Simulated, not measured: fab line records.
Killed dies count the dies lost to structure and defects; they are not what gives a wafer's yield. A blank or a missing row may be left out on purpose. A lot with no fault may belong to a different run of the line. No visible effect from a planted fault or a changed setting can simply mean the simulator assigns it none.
A lot that was struck, set against a sound lot || flow sky130 || 15 out of 708 route steps
Sound: the wafers L472.1, L472.2, L472.6. Struck: wafer L473.2 (L473.1, L473.4, from the same lot, were not struck and are left out); the cause is given at the end.
For every step that has rows: the tool of each side, followed by ch and its chambers, followed by its first start. Under that, the readings that differ: sound wafers || struck wafers || difference of the means || sigmas: that difference in standard deviations of wafers without a fault.
alike: same words and numbers on both sides, and readings whose means sit less than 2 such deviations apart. not compared: any withheld reading, any reading some wafer has no value for, any bound like >300 that may hide the same value, and any number with overlapping values for which the record gives no deviation.
Wherever a step has rows on one side only, a row that says differs or no value, or a row with sigmas, the two part there. Numbers that don't overlap but have no deviation are shown without sigmas and don't part them. A reading that every wafer of one side lacks parts them only if that side has two wafers or more.

SKY_LI_CONTACT_CD_MEAS_12: target cd 170 nm.
  sound on cd_sem-02 at day 28 21:43; struck on cd_sem-02 at day 29 11:17
  alike: cd_nm
SKY_LI_CONTACT_OVL_MEAS_13:
  sound on overlay-02 at day 28 21:50; struck on overlay-02 at day 29 11:24
  alike: LI_CONTACT_OVL
SKY_LI_CONTACT_ETCH_14: etches BARC in N2/H2, stops on SiO2, time 45.9 s, target depth 60 nm.
  sound on rie_diel-03 ch 0,1, day 28 21:53; struck on rie_diel-03 ch 2, day 29 11:26
{"reading": "drypump_motor_current_A (A)", "sound": "6.7 6.8 6.8", "struck": 5.2, "difference": -1.6, "sigmas": -3}
  alike: oes_product_au, throttle_valve_pct
  not compared: rf_hours_counter_h
SKY_LI_CONTACT_ETCH_15: etches PSG in C4F8/O2/Ar, stops on Si, target depth 600 nm.
  sound on rie_diel-03 ch 0,1, day 28 21:55; struck on rie_diel-03 ch 2, day 29 11:29
  alike: oes_product_au
SKY_LI_CONTACT_STRIP_16: strips in O2/N2.
  sound on plasma_asher-04 ch 0,1, day 28 22:01; struck on plasma_asher-02 ch 0, day 29 11:34
{"reading": "strip_time_to_endpoint_s (s)", "sound": "3.43 3.47 3.48", "struck": 3.54, "difference": "+0.08", "sigmas": "+3"}
  alike: drypump_motor_current_A, oes_product_au
  not compared: rf_hours_counter_h
then, 2 steps without rows for these wafers: SKY_LI_CONTACT_CLEAN_17 (cleans in NMP, time 600 s); SKY_LI_CONTACT_PRE_CLEAN_18 (time 5.6 s).
SKY_LI_CONTACT_SPUTTER_19: material Ti, target thk 20 nm, time 106.37 s.
  sound on pvd_sputter-02 at day 28 22:18; struck on pvd_sputter-02 at day 29 11:53
  alike: throttle_valve_pct
then, 1 step without rows for these wafers: SKY_LI_CONTACT_SPUTTER_20 (material TiN, target thk 20 nm, time 80 s).
SKY_LI_CONTACT_CVD_21: deposits W, target thk 400 nm, time 120.56 s.
  sound on cvd_w-01 ch 0,1, day 28 22:26; struck on cvd_w-02 ch 1, day 29 12:01
  alike: heater_power_w
SKY_LI_CONTACT_RS_MEAS_22: measurement is done with a four-point probe.
  sound on film_metro-02 at day 28 22:34; struck on film_metro-02 at day 29 12:08
  alike: LI_CONTACT_W_RS
SKY_LI_CONTACT_THK_MEAS_23: measures by xrf.
  sound on film_metro-02 at day 28 22:41; struck on film_metro-02 at day 29 12:16
  alike: LI_CONTACT_W_THK
SKY_LI_CONTACT_CMP_24: polishes, stops on PSG, t overpolish 20 s, target thk 0 nm.
  sound on cmp-01 ch 0,2,3, day 28 22:44; struck on cmp-01 ch 1, day 29 12:19
{"reading": "overpolish_run_s (s)", "sound": "20.002 20.000 19.990", "struck": 27.137, "difference": "+7.140", "sigmas": "+99 or more"}
{"reading": "t_overpolish_s (s)", "sound": "20 20 20", "struck": 27.146, "difference": "+7.146", "sigmas": ""}
  alike: motor_current_A, slurry_filter_dp_kPa, time_to_endpoint_s
then, 1 step without rows for these wafers: SKY_LOCAL_INTERCONNECT_SPUTTER_00 (material TiN, target thk 100 nm, time 83.3 s).
-- a jump in the record: the struck wafers' starts before and after are 16 days apart (it breaks off in module LOCAL_INTERCONNECT and resumes in module PAD_OPEN, where the first step shown is number 708 of the route) --
SKY_PAD_OPEN_PROBE_99:
  sound on prober-02 at day 45 08:07; struck on prober-01 at day 45 17:02
  alike: killed_at_M0_to_M3, killed_at_M4_up, killed_at_contacts, killed_at_front_end, killed_at_other, killed_dies, killed_open, killed_short

## WHERE THEY PART
At SKY_LI_CONTACT_ETCH_14 first; at SKY_LI_CONTACT_CMP_24 last (within this record only). Later steps at which nothing parts them and some readings are alike: SKY_PAD_OPEN_PROBE_99.

WHY: whatever the simulator had introduced
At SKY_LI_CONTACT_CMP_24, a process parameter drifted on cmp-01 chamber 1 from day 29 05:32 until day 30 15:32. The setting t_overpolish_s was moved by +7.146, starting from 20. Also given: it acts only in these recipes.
